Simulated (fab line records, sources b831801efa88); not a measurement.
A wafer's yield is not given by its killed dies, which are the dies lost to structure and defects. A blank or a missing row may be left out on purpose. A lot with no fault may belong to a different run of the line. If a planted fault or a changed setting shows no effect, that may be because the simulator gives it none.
fab line records    flow sky130
record: lots: 6  wafers: 18  last-day: 49
route steps=708 shown FIELD_ISO@8 NWELL@32 DNWELL@35 PWDE@45 PAD_OPEN@708
lots that met no fault: taken from a fault-free run of the same line
start-h: hours from the record's first day to the start of the lot's first wafer shown    wait-h: hours from the lot's prior step to this one    " as in the row above    L1.1+2: several wafers, shown together as one row    - value missing, or start not given    * or withheld: withheld    < > ~ a bound
route shown NAME@n: names a module that has steps shown in the file, with the first one's number in the route    usual: mean/standard deviation of fault-free wafers    same: alike in all rows    chamber/n: place in a boat    sites: readings site by site    _std_site: the standard deviation of these    _edge_site: the outer-site mean with the inner-site mean subtracted    radius-mm: for every site, how far away it sits from the centre of the wafer    mask NAME#n: copy n    behind: the tool/chamber that last shaped the wafer    hold: why the lot was held/for how many hours/how that ended    device: the n, p or np transistor that did not switch    end of line: tests of these same wafers at the route's end    for a step that has no rows: nothing shown but its recipe    killed: dies that structure and defects cost at the first sort, which is not the same as the wafer's yield    map: a wafer's dies, x killed, . not, _ none there
set.NAME: setting as actually run; set.NAME@STEP: the setting as run at that earlier step    model.NAME: the simulator's own value behind a step, which no gauge read
lots seen at some steps along the route; tables by step, rows by wafer
services: a tool's chamber out of use, with start hour (start-h, from the record's first day; less than 0 if before it), hours out, and reason
== steps ==
step: SKY_FIELD_ISO_COAT_07
recipe: resist: BARC  temp-c: withheld  time-s: withheld  spin-rpm: 3000  resist-thk-nm: 60
step: SKY_FIELD_ISO_COAT_08
recipe: resist: KrF-thick  spin-rpm: 3000  resist-thk-nm: 441.6
step: SKY_FIELD_ISO_SOFTBAKE_09
recipe: temp-c: 100  time-s: 90  resist: KrF-thick
step: SKY_FIELD_ISO_EXPOSE_10
recipe: mask-id: FOM  na: 0.68  source-shape: annular  sigma-inner: 0.4  sigma-outer: 0.8  target-cd-nm: 150  dose-mj: 28
step: SKY_FIELD_ISO_PEB_11
recipe: peb-temp-c: withheld  peb-time-s: withheld  resist: KrF-thick
step: SKY_FIELD_ISO_DEVELOP_12
recipe: develop-time-s: 60  resist: KrF-thick  dev-temp-c: 21
step: SKY_FIELD_ISO_CD_MEAS_13
recipe: target-cd-nm: 150
usual: cd-nm: 150.1/1.9
lot.wafer  tool       chamber  start-h  wait-h  cd-nm
L186.2     cd-sem-02  -        41.28    -       154.0
L186.3     "          -        "        "       154.4
L186.4     "          -        "        "       155.0
L187.1     cd-sem-01  -        46.21    -       150.8
L187.2     "          -        "        "       150.4
L187.3     "          -        "        "       150.4
L195.1     cd-sem-01  -        87.95    -       151.2
L195.2     "          -        "        "       150.8
L195.3     "          -        "        "       151.3
L196.4     cd-sem-01  -        99.57    -       150.0
L196.5     "          -        "        "       149.9
L196.6     "          -        "        "       149.5
L197.1     cd-sem-02  -        99.69    -       150.3
L197.4     "          -        "        "       151.0
L197.6     "          -        "        "       150.2
L198.1     cd-sem-02  -        109.20   -       147.0
L198.4     "          -        "        "       148.2
L198.5     "          -        "        "       148.0
step: SKY_FIELD_ISO_ETCH_14
recipe: chemistry: N2/H2  target: BARC  ion-energy-ev: 200  source-w: 500  bias-w: 100  pressure-mtorr: 30  n2-flow-sccm: 100  h2-flow-sccm: 200  stop-on: SiO2  time-s: 45.9  target-depth-a: 600
usual: drypump-motor-current-A: 5.6/0.46  oes-product-au: 0.854/0.0043  throttle-valve-pct: 13.224/0.0089
lot.wafer  tool         chamber  start-h  wait-h  drypump-motor-current-A  oes-product-au  rf-hours-counter-h  throttle-valve-pct
L186.2     rie-diel-03  1        41.38    0.1     5.1                      0.852           165                 13.233
L186.3     "            2        "        "       6.0                      0.855           163                 13.216
L186.4     "            3        "        "       6.2                      0.852           8                   13.209
L187.1     rie-diel-03  3        46.33    0.1     6.2                      0.861           8                   13.237
L187.2     "            0        "        "       5.2                      0.853           134                 13.223
L187.3     "            1        "        "       5.1                      0.850           165                 13.215
L195.1     rie-diel-02  1        88.07    0.1     5.0                      0.858           5                   13.218
L195.2     "            0        "        "       5.0                      0.854           127                 13.232
L195.3     "            3        "        "       6.2                      0.858           38                  13.205
L196.4     rie-diel-02  3        99.63    0.0     6.1                      0.851           39                  13.240
L196.5     "            2        "        "       5.8                      0.844           -                   13.213
L196.6     "            1        "        "       5.0                      0.849           -                   13.226
L197.1     rie-diel-04  1        99.81    0.1     5.8                      0.861           105                 13.216
L197.4     "            0        "        "       5.8                      0.859           78                  13.241
L197.6     "            2        "        "       5.0                      0.853           -                   13.232
L198.1     rie-diel-04  2        109.32   0.1     5.0                      0.856           1                   13.222
L198.4     "            0        "        "       5.9                      0.864           78                  13.213
L198.5     "            0        "        "       5.8                      0.852           -                   13.236
step: SKY_FIELD_ISO_ETCH_15
recipe: chemistry: CHF3/O2  target-depth-nm: 180  stop-on: Si  source-w: 600  bias-w: 200  pressure-mtorr: 40  chf3-flow-sccm: 50  O2_flow_sccm: 5  time-s: 72
usual: drypump-motor-current-A: 5.6/0.47  oes-product-au: 0.943/0.0059  throttle-valve-pct: 8.844/0.0086
lot.wafer  tool         chamber  start-h  wait-h  drypump-motor-current-A  oes-product-au  rf-hours-counter-h  throttle-valve-pct
L186.2     rie-diel-03  1        41.42    0.0     5.1                      0.948           165                 8.830
L186.3     "            2        "        "       6.0                      0.949           163                 8.853
L186.4     "            3        "        "       6.2                      0.953           8                   8.837
L187.1     rie-diel-03  3        46.37    0.0     6.2                      0.943           8                   8.847
L187.2     "            0        "        "       5.2                      0.948           134                 8.849
L187.3     "            1        "        "       5.1                      0.947           165                 8.862
L195.1     rie-diel-02  1        88.11    0.0     5.0                      0.940           5                   8.847
L195.2     "            0        "        "       4.9                      0.952           127                 8.825
L195.3     "            3        "        "       6.1                      0.937           38                  8.837
L196.4     rie-diel-02  3        99.67    0.0     6.2                      0.941           39                  8.844
L196.5     "            2        "        "       5.7                      0.956           -                   8.853
L196.6     "            1        "        "       5.0                      0.954           -                   8.849
L197.1     rie-diel-04  1        99.85    0.0     5.8                      0.948           105                 8.851
L197.4     "            0        "        "       5.8                      0.944           78                  8.846
L197.6     "            2        "        "       5.0                      0.946           -                   8.835
L198.1     rie-diel-04  2        109.36   0.0     5.0                      0.939           1                   8.842
L198.4     "            0        "        "       5.8                      0.943           78                  8.846
L198.5     "            0        "        "       5.8                      0.943           -                   8.842
step: SKY_FIELD_ISO_STRIP_16
recipe: chemistry: O2/N2  power-w: 1400  pressure-mtorr: 1500  platen-temp-c: withheld  o2-flow-sccm: 3000  n2-flow-sccm: 300  overash-fraction: 0.5
usual: drypump-motor-current-A: 5.8/0.32  oes-product-au: 0.374/0.0052  strip-time-to-endpoint-s: 3.45/0.032
lot.wafer  tool             chamber  start-h  wait-h  drypump-motor-current-A  oes-product-au  rf-hours-counter-h  strip-time-to-endpoint-s
L186.2     plasma-asher-03  0        41.48    0.0     5.8                      0.382           37                  3.45
L186.3     "                1        "        "       6.2                      0.370           -                   3.43
L186.4     "                0        "        "       5.8                      0.373           -                   3.41
L187.1     plasma-asher-04  1        46.43    0.0     5.7                      0.369           36                  3.42
L187.2     "                0        "        "       5.9                      0.374           36                  3.43
L187.3     "                1        "        "       5.7                      0.381           -                   3.47
L195.1     plasma-asher-01  0        88.16    0.0     5.3                      0.371           39                  3.48
L195.2     "                1        "        "       5.5                      0.371           39                  3.41
L195.3     "                1        "        "       5.5                      0.379           -                   3.49
L196.4     plasma-asher-01  0        99.76    0.1     5.3                      0.369           -                   3.52
L196.5     "                1        "        "       5.4                      0.372           -                   3.41
L196.6     "                0        "        "       5.3                      0.383           -                   3.49
L197.1     plasma-asher-04  0        99.91    0.0     5.9                      0.378           41                  3.44
L197.4     "                0        "        "       5.9                      0.382           -                   3.48
L197.6     "                1        "        "       5.7                      0.368           -                   3.45
L198.1     plasma-asher-03  1        109.41   0.0     6.2                      0.370           44                  3.40
L198.4     "                0        "        "       5.8                      0.380           -                   3.46
L198.5     "                1        "        "       6.2                      0.373           -                   3.44
step: SKY_FIELD_ISO_ETCH_17
recipe: target-depth-a: 3420  mask-material: Si3N4  chemistry: HBr/Cl2/O2  target: Si  taper-deg: 5  icp-w: 600  bias-w: 150  pressure-mtorr: 15  HBr_flow_sccm: 150  Cl2_flow_sccm: 40  O2_flow_sccm: 6  time-s: 97.7
step: SKY_FIELD_ISO_WET_ETCH_18
recipe: chemistry: H3PO4  target-depth-nm: 25  temp-c: 160  target: Si3N4  time-s: 286
step: SKY_FIELD_ISO_CLEAN_19
recipe: chemistry: SC1/SC2  mix: 1:4:20  temp-c: 70  time-s: 150
usual: bath-heat-duty-pct: 12.9/0.74
lot.wafer  tool          chamber  start-h  wait-h  bath-heat-duty-pct
L186.2     wet-bench-03  2        41.74    0.0     13.7
L186.3     "             2        "        "       13.1
L186.4     "             2        "        "       13.3
L187.1     wet-bench-02  2        46.69    0.0     13.4
L187.2     "             2        "        "       12.3
L187.3     "             2        "        "       13.2
L195.1     wet-bench-03  0        88.42    0.0     13.0
L195.2     "             0        "        "       14.7
L195.3     "             0        "        "       12.7
L196.4     wet-bench-03  2        99.99    0.0     12.2
L196.5     "             2        "        "       11.9
L196.6     "             2        "        "       13.3
L197.1     wet-bench-02  3        100.17   0.0     13.6
L197.4     "             3        "        "       12.3
L197.6     "             3        "        "       12.5
L198.1     wet-bench-01  0        109.67   0.0     13.4
L198.4     "             0        "        "       12.7
L198.5     "             0        "        "       13.7
step: SKY_FIELD_ISO_CLEAN_20
recipe: chemistry: dHF  time-s: 20  dilution: 100:1
step: SKY_FIELD_ISO_WET_ETCH_21
recipe: chemistry: dHF  dilution: 100:1  target-depth-nm: 20  dry: ipa-marangoni  target: SiO2  temp-c: 25  time-s: 400
step: SKY_FIELD_ISO_OXIDATION_22
recipe: temp-c: 950  ambient: O2  stabilise-s: 600  purge-s: 300  target-thk-a: 100  ox-time-s: 623
step: SKY_FIELD_ISO_THK_MEAS_23
recipe: reads: SiO2_of_FIELD_ISO_OXIDATION_22
usual: FIELD_ISO_OXIDATION_01_THK: 10.11/0.21
lot.wafer  tool           chamber  start-h  wait-h  FIELD_ISO_OXIDATION_01_THK[nm]
L186.2     film-metro-02  -        46.12    0.0     9.91
L186.3     "              -        "        "       10.04
L186.4     "              -        "        "       10.03
L187.1     film-metro-03  -        54.56    0.0     9.86
L187.2     "              -        "        "       9.74
L187.3     "              -        "        "       9.78
L195.1     film-metro-02  -        92.15    0.0     10.40
L195.2     "              -        "        "       10.27
L195.3     "              -        "        "       10.22
L197.1     film-metro-03  -        102.81   0.0     10.04
L197.4     "              -        "        "       10.15
L197.6     "              -        "        "       10.15
L196.4     film-metro-04  -        102.83   0.0     10.32
L196.5     "              -        "        "       10.33
L196.6     "              -        "        "       10.37
L198.1     film-metro-02  -        114.08   0.0     10.23
L198.4     "              -        "        "       10.12
L198.5     "              -        "        "       10.20
step: SKY_FIELD_ISO_CVD_24
recipe: material: SiO2  target-thk-nm: 595  temp-c: 650  sigma-open-frac: 0.3  time-s: 99.2  sih4-flow-sccm: 60  pressure-mtorr: 6
step: SKY_FIELD_ISO_THK_MEAS_25
recipe: reads: SiO2_of_FIELD_ISO_CVD_24
usual: FIELD_ISO_CVD_24_THK: 596/6.7
lot.wafer  tool           chamber  start-h  wait-h  FIELD_ISO_CVD_24_THK[nm]
L186.2     film-metro-03  -        46.26    0.0     595
L186.3     "              -        "        "       589
L186.4     "              -        "        "       592
L187.1     film-metro-02  -        54.69    0.0     596
L187.2     "              -        "        "       601
L187.3     "              -        "        "       595
L195.1     film-metro-02  -        92.29    0.0     601
L195.2     "              -        "        "       590
L195.3     "              -        "        "       593
L196.4     film-metro-03  -        102.97   0.0     595
L196.5     "              -        "        "       590
L196.6     "              -        "        "       595
L197.1     film-metro-02  -        102.98   0.1     597
L197.4     "              -        "        "       600
L197.6     "              -        "        "       597
L198.1     film-metro-04  -        114.21   0.0     598
L198.4     "              -        "        "       594
L198.5     "              -        "        "       595
step: SKY_FIELD_ISO_ANNEAL_26
recipe: temp-c: 1000  time-s: 1800  ambient: N2
step: SKY_FIELD_ISO_CMP_27
recipe: stop-on: Si3N4  t-overpolish-s: 16  down-force-psi: 4  platen-rpm: 60  target-thk-nm: 457.8  pad-velocity-m-s: 0.94248
usual: motor-current-A: 11.9/1.4  overpolish-run-s: 16.000/0.0093  slurry-flow-ml-min: 150.0/0.45  time-to-endpoint-s: 111/5.9
lot.wafer  tool    chamber  start-h  wait-h  motor-current-A  overpolish-run-s  slurry-flow-ml-min  time-to-endpoint-s
L186.4     cmp-02  1        53.38    0.0     11.3             15.999            150.5               112
L186.3     "       3        "        "       13.0             15.980            149.8               119
L186.2     "       0        "        "       10.8             16.015            149.6               108
L187.3     cmp-01  2        60.11    0.0     14.1             16.016            150.1               110
L187.1     "       3        "        "       13.9             16.001            149.1               113
L187.2     "       0        "        "       10.6             16.014            149.8               109
L195.3     cmp-02  2        95.59    0.0     11.4             16.003            149.5               117
L195.2     "       3        "        "       12.7             15.995            149.7               118
L195.1     "       0        "        "       10.6             16.007            150.5               107
L196.4     cmp-02  0        104.50   0.0     11.1             16.008            150.2               107
L196.5     "       0        "        "       11.4             16.009            150.0               105
L196.6     "       1        "        "       10.3             15.976            150.1               104
L197.4     cmp-02  1        106.00   0.0     10.3             16.015            150.8               108
L197.1     "       0        "        "       11.3             15.984            149.9               110
L197.6     "       1        "        "       10.1             16.009            150.4               107
L198.1     cmp-02  0        122.88   0.0     11.0             15.990            150.1               108
L198.4     "       3        "        "       13.2             15.999            150.2               118
L198.5     "       0        "        "       11.3             15.995            150.9               104
step: SKY_FIELD_ISO_WET_ETCH_28
recipe: chemistry: dHF  target-depth-nm: 23.7  target: SiO2  dilution: 10:1  temp-c: 25  time-s: 47
step: SKY_FIELD_ISO_WET_ETCH_29
recipe: chemistry: H3PO4  target-depth-nm: 160  target: Si3N4  temp-c: 160  time-s: 1825
step: SKY_FIELD_ISO_WET_ETCH_30
recipe: chemistry: dHF  target-depth-nm: 25  target: SiO2  dilution: 10:1  temp-c: 25  time-s: 50
step: SKY_NWELL_CLEAN_00
recipe: chemistry: SC1/SC2  mix: 1:4:20  temp-c: 70  time-s: 150  dry: n2-spin
step: SKY_NWELL_OXIDATION_01
recipe: temp-c: 900  ambient: O2  stabilise-s: 600  purge-s: 300  target-thk-a: 100  ox-time-s: 1418
step: SKY_NWELL_THK_MEAS_02
recipe: reads: SiO2_of_NWELL_OXIDATION_01
usual: NWELL_OXIDATION_THK: 10.10/0.21
lot.wafer  tool           chamber  start-h  wait-h  NWELL_OXIDATION_THK[nm]
L186.2     film-metro-04  -        58.62    0.0     9.89
L186.3     "              -        "        "       9.97
L186.4     "              -        "        "       10.00
L187.1     film-metro-01  -        67.23    0.0     10.19
L187.2     "              -        "        "       10.19
L187.3     "              -        "        "       10.07
L195.1     film-metro-03  -        97.90    0.0     9.81
L195.2     "              -        "        "       9.74
L195.3     "              -        "        "       9.82
L197.1     film-metro-04  -        110.25   0.0     10.14
L197.4     "              -        "        "       10.43
L197.6     "              -        "        "       10.19
L196.4     film-metro-01  -        110.28   0.0     10.05
L196.5     "              -        "        "       10.20
L196.6     "              -        "        "       10.17
L198.1     film-metro-04  -        130.97   0.0     10.25
L198.4     "              -        "        "       10.39
L198.5     "              -        "        "       10.36
step: SKY_DNWELL_DEHYDRATE_00
recipe: temp-c: 200  time-s: 60
step: SKY_DNWELL_HMDS_01
recipe: prime-time-s: 60  prime-temp-c: 120
step: SKY_DNWELL_COAT_02
recipe: spin-rpm: 2000  resist-thk-nm: 3036
step: SKY_DNWELL_SOFTBAKE_03
recipe: temp-c: 110  time-s: withheld
step: SKY_DNWELL_EXPOSE_04
recipe: mask-id: DNM  na: 0.57  target-cd-nm: 3000  dose-mj: 222
step: SKY_DNWELL_PEB_05
recipe: temp-c: 115  time-s: withheld
step: SKY_DNWELL_DEVELOP_06
recipe: wall-angle-deg: 90  developer: TMAH  develop-time-s: 60  dev-temp-c: 23
step: SKY_DNWELL_IMPLANT_07
recipe: species: P  energy-kev: withheld  dose-cm2: withheld  tilt-deg: withheld
step: SKY_DNWELL_STRIP_08
recipe: chemistry: O2/N2  power-w: 1400  pressure-mtorr: 1500  platen-temp-c: withheld  o2-flow-sccm: 3000  n2-flow-sccm: 300  overash-fraction: 0.5
usual: drypump-motor-current-A: 5.6/0.46  oes-product-au: 0.723/0.0044  strip-time-to-endpoint-s: 37.37/0.11
lot.wafer  tool             chamber  start-h  wait-h  drypump-motor-current-A  oes-product-au  rf-hours-counter-h  strip-time-to-endpoint-s
L186.2     plasma-asher-01  0        73.79    0.1     5.3                      0.728           37                  37.50
L186.3     "                0        "        "       5.2                      0.727           -                   37.34
L186.4     "                1        "        "       5.5                      0.711           -                   37.51
L187.1     plasma-asher-01  0        81.81    0.1     5.2                      0.725           38                  37.33
L187.2     "                1        "        "       5.5                      0.723           38                  37.36
L187.3     "                0        "        "       5.3                      0.720           -                   37.31
L195.1     plasma-asher-02  1        116.06   0.1     4.8                      0.716           31                  37.44
L195.2     "                0        "        "       6.1                      0.720           31                  37.44
L195.3     "                0        "        "       6.1                      0.716           -                   37.41
L197.1     plasma-asher-02  1        127.54   0.1     4.8                      0.728           32                  37.46
L197.4     "                1        "        "       4.8                      0.722           -                   37.48
L197.6     "                0        "        "       6.1                      0.730           -                   37.42
L196.4     plasma-asher-03  1        127.54   0.1     6.2                      0.726           -                   37.22
L196.5     "                0        "        "       5.8                      0.725           -                   37.12
L196.6     "                1        "        "       6.1                      0.729           -                   37.18
L198.1     plasma-asher-02  0        148.34   0.1     6.1                      0.722           34                  37.24
L198.4     "                1        "        "       4.8                      0.724           -                   37.18
L198.5     "                0        "        "       6.1                      0.720           -                   37.23
step: SKY_DNWELL_TW_MEAS_09
usual: DNWELL_TW: 1117/5.3
lot.wafer  tool           chamber  start-h  wait-h  DNWELL_TW
L186.2     film-metro-03  -        73.90    0.1     1106
L186.3     "              -        "        "       1120
L186.4     "              -        "        "       1111
L187.1     film-metro-03  -        81.91    0.1     1108
L187.2     "              -        "        "       1115
L187.3     "              -        "        "       1116
L195.1     film-metro-03  -        116.16   0.1     1114
L195.2     "              -        "        "       1119
L195.3     "              -        "        "       1116
L197.1     film-metro-04  -        127.64   0.1     1114
L197.4     "              -        "        "       1122
L197.6     "              -        "        "       1112
L196.4     film-metro-03  -        127.64   0.1     1121
L196.5     "              -        "        "       1125
L196.6     "              -        "        "       1121
L198.1     film-metro-01  -        148.44   0.1     1111
L198.4     "              -        "        "       1118
L198.5     "              -        "        "       1112
step: SKY_PWDE_DEHYDRATE_00
recipe: temp-c: 200  time-s: 60
step: SKY_PWDE_HMDS_01
recipe: prime-time-s: 60  prime-temp-c: 120
step: SKY_PWDE_COAT_02
recipe: spin-rpm: 2000  resist-thk-nm: 3000
step: SKY_PWDE_SOFTBAKE_03
recipe: temp-c: 110  time-s: withheld
step: SKY_PWDE_EXPOSE_04
recipe: mask-id: PWDEM  na: 0.6  source-shape: conventional  sigma-outer: 0.6  polarization: unpolarized  target-cd-nm: 840  dose-mj: 214
step: SKY_PAD_OPEN_PROBE_99
usual: killed_at_M0_to_M3: 42/6.4  killed_at_M4_up: 2.9/1.7  killed-at-contacts: 25/5.2  killed-at-front-end: 16/4.4  killed-at-other: 0.4/0.65  killed-dies: 86/9.2  killed-open: 47/6.6  killed-short: 39/5.8
same: gross-dies: 492  killed-at-back-side: 0
lot.wafer  tool       chamber  start-h  wait-h  killed_at_M0_to_M3  killed_at_M4_up  killed-at-contacts  killed-at-front-end  killed-at-other  killed-dies  killed-open  killed-short
L186.2     prober-02  -        1083.01  0.1     46                  1                25                  10                   0                82           48           34
L186.3     prober-02  -        1083.06  0.2     50                  4                32                  21                   1                108          52           54
L186.4     prober-02  -        1083.11  0.2     39                  5                36                  20                   0                100          57           42
L195.1     prober-02  -        1142.44  0.1     29                  5                22                  75                   0                131          40           28
L195.2     prober-02  -        1142.49  0.1     46                  3                20                  72                   0                141          47           37
L195.3     prober-02  -        1142.54  0.2     33                  1                20                  65                   1                120          32           37
L197.1     prober-02  -        1155.88  0.1     36                  3                20                  18                   0                77           41           36
L197.4     prober-02  -        1156.03  0.2     48                  2                22                  16                   1                89           46           41
L197.6     prober-02  -        1156.13  0.2     33                  5                22                  12                   1                73           39           33
L196.4     prober-01  -        1159.12  0.2     46                  1                28                  41                   2                118          47           47
L196.5     prober-01  -        1159.17  0.2     46                  0                28                  31                   0                105          46           32
L196.6     prober-01  -        1159.22  0.2     46                  5                24                  40                   0                115          46           47
killed by level:class
L186.2 VIA2:geometric-particle:open=12 VIA1:geometric-particle:open=11 LI_CONTACT:geometric-particle:open=7 CONTACT:geometric-particle:open=7 CONTACT:geometric-particle:short=5 METAL2:geometric-particle:short=5 METAL1:geometric-particle:short=5 FIELD_ISO:geometric-particle:open=4
L186.3 CONTACT:geometric-particle:open=11 VIA3:geometric-particle:open=10 VIA2:geometric-particle:open=9 CONTACT:geometric-particle:short=7 LI_CONTACT:geometric-particle:open=6 FIELD_ISO:geometric-particle:short=5 POLY_GATE:geometric-particle:open=5 LOCAL_INTERCONNECT:geometric-particle:short=5
L186.4 CONTACT:geometric-particle:open=17 VIA1:geometric-particle:open=8 VIA2:geometric-particle:open=7 LI_CONTACT:geometric-particle:open=6 LOCAL_INTERCONNECT:geometric-particle:short=6 FIELD_ISO:geometric-particle:short=5 CONTACT:geometric-particle:short=5 VIA3:geometric-particle:short=5
L195.1 FIELD_ISO:unspecified=63 CONTACT:geometric-particle:open=10 LI_CONTACT:geometric-particle:open=5 VIA2:geometric-particle:open=5 FIELD_ISO:geometric-particle:open=4 METAL1:geometric-particle:short=4 VIA3:geometric-particle:open=4 FIELD_ISO:geometric-particle:short=3
L195.2 FIELD_ISO:unspecified=57 VIA1:geometric-particle:open=12 LI_CONTACT:geometric-particle:open=8 VIA1:geometric-particle:short=8 CONTACT:geometric-particle:open=6 FIELD_ISO:geometric-particle:open=5 METAL1:geometric-particle:short=5 METAL2:geometric-particle:short=5
L195.3 FIELD_ISO:unspecified=51 CONTACT:geometric-particle:open=8 POLY_GATE:geometric-particle:short=5 LI_CONTACT:geometric-particle:open=5 VIA3:geometric-particle:open=5 VIA1:geometric-particle:short=5 VIA2:geometric-particle:open=5 CONTACT:geometric-particle:short=4
L197.1 CONTACT:geometric-particle:open=8 CONTACT:geometric-particle:short=7 VIA1:geometric-particle:open=7 VIA2:geometric-particle:open=6 FIELD_ISO:geometric-particle:short=5 POLY_GATE:geometric-particle:open=5 VIA3:geometric-particle:open=4 METAL3:geometric-particle:short=4
L197.4 VIA1:geometric-particle:open=12 CONTACT:geometric-particle:open=10 VIA2:geometric-particle:open=9 METAL1:geometric-particle:short=6 FIELD_ISO:geometric-particle:short=5 VIA1:geometric-particle:short=5 VIA2:geometric-particle:short=5 LI_CONTACT:geometric-particle:open=4
L197.6 CONTACT:geometric-particle:open=9 VIA2:geometric-particle:open=8 METAL1:geometric-particle:short=7 CONTACT:geometric-particle:short=5 VIA3:geometric-particle:open=5 LOCAL_INTERCONNECT:geometric-particle:short=4 VIA1:geometric-particle:open=4 POLY_GATE:geometric-particle:open=3
L196.4 FIELD_ISO:unspecified=23 VIA3:geometric-particle:open=9 VIA2:geometric-particle:open=8 CONTACT:geometric-particle:open=7 LI_CONTACT:geometric-particle:short=6 LOCAL_INTERCONNECT:geometric-particle:short=6 METAL2:geometric-particle:short=6 VIA1:geometric-particle:open=6
L196.5 FIELD_ISO:unspecified=26 LI_CONTACT:geometric-particle:open=12 VIA1:geometric-particle:open=12 VIA3:geometric-particle:open=10 METAL2:geometric-particle:short=6 CONTACT:geometric-particle:short=6 CONTACT:geometric-particle:open=5 METAL1:geometric-particle:short=4
L196.6 FIELD_ISO:unspecified=21 VIA1:geometric-particle:open=10 LI_CONTACT:geometric-particle:open=10 POLY_GATE:geometric-particle:short=6 CONTACT:geometric-particle:open=6 METAL1:geometric-particle:short=6 VIA1:geometric-particle:short=5 METAL2:geometric-particle:short=5
map L195.2 (x killed, . not)
__________x......x.._________
________......x......._______
______............xx...._____
_____................x..x____
____...x.x.......x...x....___
___......xx..xx.x..........__
__.x....xx.xxxx...x......x.._
_..xx....xxxxxxxxx...x.....x.
_....xxxxxxxxxxxxxx.....x..x.
_......xxxxxxxxx.x..xx.x.....
_....xx..xxxxxxxxx.x...xx...x
_x.....xxxxxxxxxx..x.........
_..x....x..xxxx.x.......x...x
_xx...x...xx....x......xx....
_..........x............xx..x
__x..x......x..xx.x........x_
___.........x........x....x__
____.x....................___
_____....x.x...x..x.....x____
______.x.....x.xx.....x._____
________....xxx......._______
__________.x......x._________
map L196.4 (x killed, . not)
__________..x......._________
________..........x..._______
______.xx..x..x........._____
_____.x.................x____
____.........xxx..x...x...___
___.........x...x.......x.x__
__..x...x.x.....x.x....xx..._
_......xx.xxx....xx.......x.x
_x..........x.x...xx....x...x
_......x.......x.x.......x...
_....x......x........x.x...x.
_.xx..x...x........xx........
_x..x....x.x.................
_xx.....x........x...x.x.....
_xxx..x.....xx........x.....x
__xxxxx...x.x.......x......._
___xxxx.x.x.x....x...xxx...__
____xxxxx...x.......x....x___
_____xxx...x....x.x......____
______x......x.........._____
________x...xx..xxx.x._______
__________......xxx._________
== services ==
tool             chamber  start-h  hours  kind
wet-bench-03     -        25.00    5.7    repair
rie-diel-04      -        26.56    0.3    repair
rie-diel-04      2        27.65    3.4    repair
cmp-02           -        31.35    3.4    repair
plasma-asher-02  -        35.30    1.7    repair
rie-diel-02      -        39.11    1.1    repair
plasma-asher-04  -        42.10    2.8    pm
rie-diel-04      2        48.28    -      clean
rie-diel-04      2        48.28    23.3   scheduled-down
rie-diel-04      2        48.28    23.3   vent-cycle
rie-diel-02      0        49.81    6.0    repair
cmp-01           -        53.30    1.6    repair
cmp-01           -        64.26    4.0    pm
cmp-01           -        78.74    5.8    pm
rie-diel-04      -        82.94    0.7    repair
rie-diel-03      3        89.47    5.5    repair
rie-diel-03      1        99.42    -      clean
rie-diel-03      1        99.42    18.7   scheduled-down
cmp-02           -        99.75    0.3    repair
plasma-asher-04  -        108.75   9.0    pm
rie-diel-02      2        127.17   9.7    repair
rie-diel-03      3        137.36   4.7    repair
rie-diel-04      2        138.39   8.8    repair
cmp-02           -        142.06   2.3    repair
== key ==
first-sign: step: SKY_PAD_OPEN_PROBE_99  reading: killed-at-front-end  direction: up  sigmas: 8.7  usual: 16  struck: 54
effect: step: SKY_PAD_OPEN_PROBE_99  reading: killed-dies  direction: up  sigmas: 3.8  usual: 86  struck: 122
met-at SKY_FIELD_ISO_CLEAN_19
struck-wafers L195.1,L195.2,L195.3,L196.4,L196.5,L196.6
tester-left-out L195,L196
onset-between 41.74 88.42
also-fits SKY_FIELD_ISO_ETCH_14:rie-diel-02,SKY_FIELD_ISO_ETCH_15:rie-diel-02,SKY_FIELD_ISO_STRIP_16:plasma-asher-01
fault: kind: chamber-particle-source  tool: wet-bench-03  chamber: -  onset-h: 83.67  steps: SKY_FIELD_ISO_CLEAN_19  rate-per-visit-cm2: 0.92731  end-h: 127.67
tester-left-out: of these lots the tester's yield and bins aren't shown, on N5 and GAA mostly nor the transistor test; their killed dies are dies lost to structure and defects alone, not to doping, threshold or leakage, so they don't give the yield
